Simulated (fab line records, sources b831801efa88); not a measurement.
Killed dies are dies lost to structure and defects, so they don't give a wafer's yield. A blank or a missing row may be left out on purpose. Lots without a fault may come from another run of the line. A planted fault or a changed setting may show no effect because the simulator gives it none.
Chamber matching | flow gf180mcu | GF_V5_CMP_26 on cmp-01: 4 sister chambers
The step polishes, stops on SiO2, t overpolish 15 s, target thk 0 nm. 8 wafers are shown with their chamber, then 8 later ones without.

WAFERS WITH THEIR CHAMBER
wafer  | chamber | motor_current_A (A) | time_to_endpoint_s (s)
L598.3 | 3       | 10.2                | 84
L599.1 | 0       | 10.5                | 76
L599.5 | 0       | 10.6                | 79
L603.6 | 3       | 10.2                | 87
L605.4 | 1       | 11.7                | 86
L605.5 | 1       | 11.6                | 87
L605.6 | 2       | 8.8                 | 88
L612.2 | 2       | 9.2                 | 93

WAFERS WITHOUT THEIR CHAMBER
wafer  | motor_current_A (A) | time_to_endpoint_s (s)
L612.5 | 9.1                 | 94
L612.6 | 11.5                | 90
L613.1 | 10.8                | 86
L613.4 | 9.3                 | 89
L613.5 | 9.0                 | 90
L615.1 | 10.5                | 91
L615.3 | 10.5                | 87
L615.5 | 11.0                | 87

WHICH CHAMBER EACH WENT THROUGH
wafer  | from the rows above          | in truth
L612.5 | 2                            | 2
L612.6 | 1                            | 1
L613.1 | can't be placed: 0 or 3 or 1 | 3
L613.4 | 2                            | 2
L613.5 | 2                            | 2
L615.1 | 3                            | 3
L615.3 | can't be placed: 3 or 0      | 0
L615.5 | can't be placed: 1 or 0 or 3 | 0
Placed correctly: 5 of 8. Can't be placed from these rows: 3 (the true chamber is among the candidates in 3). Placed wrongly: 0.
How it was worked out, from the rows above alone: a wafer's distance from a chamber is the root of the sum, over the readings, of the square of ((its reading less the chamber's mean) divided by the reading's scatter). The wafer belongs to the nearest chamber; if the next one is less than 2 further off, it can't be placed. A chamber's mean is the mean of its shown wafers. The scatter: the root of (the sum of the squares of (reading less its chamber's mean) over the shown wafers, divided by (wafers less chambers)).
